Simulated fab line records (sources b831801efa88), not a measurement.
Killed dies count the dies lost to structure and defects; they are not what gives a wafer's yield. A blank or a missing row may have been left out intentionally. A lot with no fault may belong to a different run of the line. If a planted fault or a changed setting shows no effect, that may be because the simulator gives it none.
Comparing a struck lot with a sound one	flow sky130	43 steps out of a route of 708
Sound: these wafers, L386.2, L386.3, L386.4. Wafers struck: L391.2, L391.3, L391.6. The cause is given at the end.
For every step that has rows: the tool of each side, followed by ch and its chambers, followed by its first start. Under that, the readings that differ: sound wafers	struck wafers	difference of the means	sigmas: that difference in standard deviations of wafers without a fault.
alike: words and numbers the same on both sides, and readings whose means are apart by under 2 such deviations; not compared: readings that were withheld, readings missing a value for some wafer, numbers with overlapping values and no deviation given by the record, and bounds like >300 which may hide the same value.
The two part at a step that has a row with sigmas, a row that says differs or no value, or rows on one side only. When numbers do not overlap yet have no deviation, they are printed without sigmas and do not part them. Lack of a reading on every wafer of one side parts them only where that side has two or more wafers.

first, 1 step without rows for these wafers: SKY_LDD_N_IMPLANT_15.
SKY_LDD_N_STRIP_16: strips in O2/N2.
  sound on plasma asher-01 ch 0,1, day 19 11:18; struck on plasma asher-04 ch 0,1, day 21 09:06
  alike: drypump motor current A, oes product au, strip time to endpoint s
  not compared: rf hours counter h
SKY_LDD_N_TW_MEAS_17:
  sound: film metro-03 at day 19 11:25; struck: film metro-04 at day 21 09:13
reading	sound	struck	difference	sigmas
LDD_N_TW	2552 2541 2560	2639 2636 2649	+90	+3
then, 7 steps without rows for these wafers: SKY_LDD_P_DEHYDRATE_00 (time 60 s); SKY_LDD_P_HMDS_01 (prime time 60 s); SKY_LDD_P_COAT_02 (resist thk 1140 nm); SKY_LDD_P_SOFTBAKE_03 (time 60 s); SKY_LDD_P_EXPOSE_04 (exposes mask PSDM, target cd 380 nm); SKY_LDD_P_PEB_05; SKY_LDD_P_DEVELOP_06 (develop time 60 s).
SKY_LDD_P_CD_MEAS_07 targets a cd of 380 nm.
  sound: cd sem-02 at day 20 18:50; struck: cd sem-01 at day 22 16:14
  alike: cd nm
SKY_LDD_P_OVL_MEAS_08:
  sound: overlay-01 at day 20 18:57; struck: overlay-02 at day 22 16:20
  alike: LDD_P_OVL
SKY_LDD_P_IMPLANT_09:
  sound on implanter-04 ch 0, day 20 19:01; struck on implanter-02 ch 0, day 22 16:23
SKY_LDD_P_STRIP_10: strips in O2/N2.
  sound on plasma asher-02 ch 0,1, day 20 19:08; struck on plasma asher-04 ch 1, day 22 16:31
reading	sound	struck	difference	sigmas
strip time to endpoint s (s)	14.11 14.14 14.16	14.24 14.23 14.27	+0.11	+3
  alike: drypump motor current A, oes product au
  not compared: rf hours counter h
SKY_LDD_P_TW_MEAS_11:
  sound: film metro-02 at day 20 19:14; struck: film metro-01 at day 22 16:37
reading	sound	struck	difference	sigmas
LDD_P_TW	638 643 639	611 615 615	-26	-5
then, 7 steps without rows for these wafers: SKY_LDD_HVN_DEHYDRATE_00 (time 60 s); SKY_LDD_HVN_HMDS_01 (prime time 60 s); SKY_LDD_HVN_COAT_02 (resist thk 300 nm); SKY_LDD_HVN_SOFTBAKE_03 (time 60 s); SKY_LDD_HVN_EXPOSE_04 (exposes mask HVNTM, target cd 700 nm); SKY_LDD_HVN_PEB_05; SKY_LDD_HVN_DEVELOP_06 (develop time 60 s).
SKY_LDD_HVN_OVL_MEAS_07:
  sound: overlay-02 at day 22 01:34; struck: overlay-01 at day 23 22:52
  alike: LDD_HVN_OVL
following that, these wafers have no rows for 1 step: SKY_LDD_HVN_IMPLANT_08.
SKY_LDD_HVN_STRIP_09: strips in O2/N2.
  sound on plasma asher-02 ch 0,1, day 22 01:45; struck on plasma asher-02 ch 1, day 23 23:02
  alike: drypump motor current A, oes product au, strip time to endpoint s
  not compared: rf hours counter h
SKY_LDD_HVN_TW_MEAS_10:
  sound: film metro-04 at day 22 01:52; struck: film metro-02 at day 23 23:09
  alike: LDD_HVN_TW
then, 7 steps without rows for these wafers: SKY_LDD_HVP_DEHYDRATE_00 (time 60 s); SKY_LDD_HVP_HMDS_01 (prime time 60 s); SKY_LDD_HVP_COAT_02 (resist thk 300 nm); SKY_LDD_HVP_SOFTBAKE_03 (time 60 s); SKY_LDD_HVP_EXPOSE_04 (exposes mask HVPTM, target cd 700 nm); SKY_LDD_HVP_PEB_05; SKY_LDD_HVP_DEVELOP_06 (develop time 60 s).
SKY_LDD_HVP_OVL_MEAS_07:
  sound: overlay-01 at day 23 08:28; struck: overlay-01 at day 25 05:04
  alike: LDD_HVP_OVL
following that, these wafers have no rows for 1 step: SKY_LDD_HVP_IMPLANT_08.
SKY_LDD_HVP_STRIP_09: strips in O2/N2.
  sound on plasma asher-02 ch 0,1, day 23 08:38; struck on plasma asher-01 ch 0,1, day 25 05:15
  alike: drypump motor current A, oes product au, strip time to endpoint s
  not compared: rf hours counter h
SKY_LDD_HVP_TW_MEAS_10:
  sound: film metro-04 at day 23 08:45; struck: film metro-03 at day 25 05:22
  alike: LDD_HVP_TW
then, 5 steps without rows for these wafers: SKY_LDD_LDN_DEHYDRATE_00 (time 60 s); SKY_LDD_LDN_HMDS_01 (prime time 60 s); SKY_LDD_LDN_COAT_02 (resist thk 1140 nm); SKY_LDD_LDN_SOFTBAKE_03 (time 60 s); SKY_LDD_LDN_EXPOSE_04 (exposes mask LDNTM, target cd 700 nm).
-- the record jumps here: 23 days lie between the struck wafers' starts before and after (it left off in module LDD_LDN and takes up again in module PAD_OPEN, whose first step shown is number 708 of the route) --
SKY_PAD_OPEN_PROBE_99:
  sound: prober-02 at day 47 04:36; struck: prober-01 at day 48 09:20
reading	sound	struck	difference	sigmas
model.etest.tip p.rs ohm sq range	143.9 284 118.7	2645 2883 2515	+2499	
model.etest.pfet_01v8.drive ua um range	8.302 8.015 5.766	11.97 14.59 10.94	+5.14	
model.etest.pfet_01v8.vt v range	0.01557 0.0129 0.006916	0.03453 0.0366 0.03428	+0.02334	
  alike: killed_at_M0_to_M3, killed_at_M4_up, killed at contacts, killed at front end, killed at other, killed dies, killed open, killed short

WHERE THEY PART
Last at SKY_LDD_P_TW_MEAS_11 as far as this record goes, first at SKY_LDD_N_TW_MEAS_17. Later steps at which nothing parts them and some readings are alike: SKY_LDD_HVN_OVL_MEAS_07, SKY_LDD_HVN_STRIP_09, SKY_LDD_HVN_TW_MEAS_10, SKY_LDD_HVP_OVL_MEAS_07, SKY_LDD_HVP_STRIP_09, SKY_LDD_HVP_TW_MEAS_10, SKY_PAD_OPEN_PROBE_99.

WHY: whatever the simulator had introduced
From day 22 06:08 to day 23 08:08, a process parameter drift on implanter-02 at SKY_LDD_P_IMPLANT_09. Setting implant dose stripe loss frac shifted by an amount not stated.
